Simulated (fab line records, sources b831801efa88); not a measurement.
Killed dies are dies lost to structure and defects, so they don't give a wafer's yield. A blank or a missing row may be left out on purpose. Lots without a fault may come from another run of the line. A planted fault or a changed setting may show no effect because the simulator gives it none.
Which tool did it? | flow sky130 | 7 lots, 21 wafers sampled, at 2 steps of a route of 708

WHAT THE GAUGES READ, wafer by wafer
SKY_VIA3_CD_MEAS_12: target cd 200 nm.
lot  | measured     | on        | cd_nm (nm)
L616 | day 40 23:02 | cd_sem-01 | 199.7 200.0 199.3
L618 | day 41 11:26 | cd_sem-01 | 201.4 200.7 202.0
L621 | day 42 06:09 | cd_sem-02 | 198.7 199.8 200.1
L626 | day 43 07:34 | cd_sem-01 | 201.0 201.2 202.0
L629 | day 44 15:44 | cd_sem-02 | 199.9 198.8 199.0
L633 | day 46 05:11 | cd_sem-01 | 200.7 200.4 199.8
L634 | day 46 12:47 | cd_sem-02 | 200.8 199.8 199.5

WHICH TOOL RAN EACH LOT (tool, then ch and the chambers of the sampled wafers, then the start)
lot  | SKY_METAL3_DESCUM_15
L616 | rie_metal-01 ch 1, day 39 20:18
L618 | rie_metal-02 ch 1, day 40 09:00
L621 | rie_metal-02 ch 0,1, day 41 04:50
L626 | rie_metal-01 ch 0,1, day 42 05:56
L629 | rie_metal-04 ch 0,1, day 43 15:06
L633 | rie_metal-04 ch 0, day 45 06:06
L634 | rie_metal-01 ch 0,1, day 45 13:03
- SKY_METAL3_DESCUM_15: chemistry O2, time 8 s.

THE ANSWER, worked out from the rows above alone
Rule: what is usual is taken from the lots themselves. Put in order of their means at a reading, lots are off if they are a third of the lots or fewer, leave a main group of 4 or more, and stand apart from it by a gap of 3 or more times the standard deviation of the main group's means; of several such gaps the widest counts. A main group whose means are all the same, to the digits that the tables above print for the reading, isn't used. A lot without any number at a reading at which 4 lots or more have one is off too. The other lots that the step has rows for count as sound.
No lot is off at any reading shown: from this, nothing can be told.

WHAT THE SIMULATOR HAD PUT IN
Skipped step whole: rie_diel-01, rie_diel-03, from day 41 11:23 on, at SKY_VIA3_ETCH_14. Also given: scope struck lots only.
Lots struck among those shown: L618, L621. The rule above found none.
